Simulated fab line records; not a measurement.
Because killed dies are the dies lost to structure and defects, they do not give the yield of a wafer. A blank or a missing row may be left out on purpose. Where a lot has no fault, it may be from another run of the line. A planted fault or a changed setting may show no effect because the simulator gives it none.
A struck lot beside a sound one :: flow sky130 :: 19 steps out of a route of 708
Sound: the wafers L373.2, L373.4, L373.6. Wafers struck: L381.1, L381.3, L381.6. The cause comes at the end.
At each step with rows: each side's tool, then ch and its chambers, then its first start. Under that, the readings that differ: sound wafers :: struck wafers :: difference of the means :: sigmas: that difference in standard deviations of wafers without a fault.
alike: readings whose means differ by less than 2 such deviations, and words and numbers that are the same on both sides. not compared: withheld readings, readings that some wafer has no value for, bounds like >300 that may hide the same value, and numbers for which the record gives no deviation and whose values overlap.
Wherever a step has rows on one side only, a row that says differs or no value, or a row with sigmas, the two part there. Non-overlapping numbers with no deviation appear without sigmas and do not part them. Lack of a reading on every wafer of one side parts them only where that side has two or more wafers.

first, 4 steps without rows for these wafers: SKY_VT_ADJUST_LVTN_SOFTBAKE_14 (time 60 s); SKY_VT_ADJUST_LVTN_EXPOSE_15 (exposes mask HVN STD DERIVED, target cd 600 nm); SKY_VT_ADJUST_LVTN_PEB_16; SKY_VT_ADJUST_LVTN_DEVELOP_17 (develop time 60 s).
SKY_VT_ADJUST_LVTN_OVL_MEAS_18:
  sound on overlay-01 at day 8 10:55; struck on overlay-02 at day 10 20:18
reading: VT_ADJUST_LVTN_01_OVL (nm)
sound: 2.0 2.1 3.7
struck: -1.8 0.0 -0.9
difference: -3.5
sigmas: -2
then, 1 step without rows for these wafers: SKY_VT_ADJUST_LVTN_IMPLANT_19.
SKY_VT_ADJUST_LVTN_STRIP_20: strips in O2/N2.
  sound on plasma-asher-04 ch 0,1, day 8 11:06; struck on plasma-asher-03 ch 0,1, day 10 20:29
  alike: drypump-motor-current-A, oes-product-au, strip-time-to-endpoint-s
  not compared: rf-hours-counter-h
SKY_VT_ADJUST_LVTN_TW_MEAS_21:
  sound on film-metro-03 at day 8 11:13; struck on film-metro-01 at day 10 20:35
  alike: VT_ADJUST_LVTN_2_TW
then, 4 steps without rows for these wafers: SKY_VT_ADJUST_NCORE_DEHYDRATE_00 (time 60 s); SKY_VT_ADJUST_NCORE_HMDS_01 (prime time 60 s); SKY_VT_ADJUST_NCORE_COAT_02 (resist thk 1140 nm); SKY_VT_ADJUST_NCORE_SOFTBAKE_03 (time 60 s).
SKY_VT_ADJUST_NCORE_EXPOSE_04: exposes mask LVTN COMPLEMENT THIN, target cd 380 nm.
  sound on iline-stepper-01 ch 0, day 8 21:28; struck on iline-stepper-01 ch 0, day 11 08:47
reading: model.VT_ADJUST_NCORE.overlay-x-nm (nm)
sound: 1.042 1.042 1.042
struck: 92.47 92.47 92.47
difference: +91.43
sigmas: 
  alike: mask, reticle-temp-C
then, 2 steps without rows for these wafers: SKY_VT_ADJUST_NCORE_PEB_05; SKY_VT_ADJUST_NCORE_DEVELOP_06 (develop time 60 s).
SKY_VT_ADJUST_NCORE_CD_MEAS_07: the cd target is 380 nm.
  sound on cd-sem-02 at day 9 07:59; struck on cd-sem-02 at day 11 20:23
reading: cd-nm (nm)
sound: 376.9 376.2 378.0
struck: 384.7 384.9 384.1
difference: +7.5
sigmas: +3
SKY_VT_ADJUST_NCORE_OVL_MEAS_08:
  sound on overlay-02 at day 9 08:05; struck on overlay-01 at day 11 20:31
reading: VT_ADJUST_NCORE_OVL (nm)
sound: 1.6 0.3 0.6
struck: 92.2 92.5 91.3
difference: +91.2
sigmas: +61
then, 1 step without rows for these wafers: SKY_VT_ADJUST_NCORE_IMPLANT_09.
-- the record jumps here: 37 days lie between the struck wafers' starts before and after (it left off in module VT_ADJUST_NCORE and takes up again in module PAD_OPEN, whose first step shown is number 708 of the route) --
SKY_PAD_OPEN_PROBE_99:
  sound on prober-01 at day 46 04:22; struck on prober-01 at day 48 14:34
  alike: killed_at_M0_to_M3, killed_at_M4_up, killed-at-contacts, killed-at-front-end, killed-at-other, killed-dies, killed-open, killed-short

WHERE THEY PART
Last at SKY_VT_ADJUST_NCORE_OVL_MEAS_08 as far as this record goes, first at SKY_VT_ADJUST_LVTN_OVL_MEAS_18. Later steps at which nothing parts them and some readings are alike: SKY_PAD_OPEN_PROBE_99.

WHY: what had been put in by the simulator
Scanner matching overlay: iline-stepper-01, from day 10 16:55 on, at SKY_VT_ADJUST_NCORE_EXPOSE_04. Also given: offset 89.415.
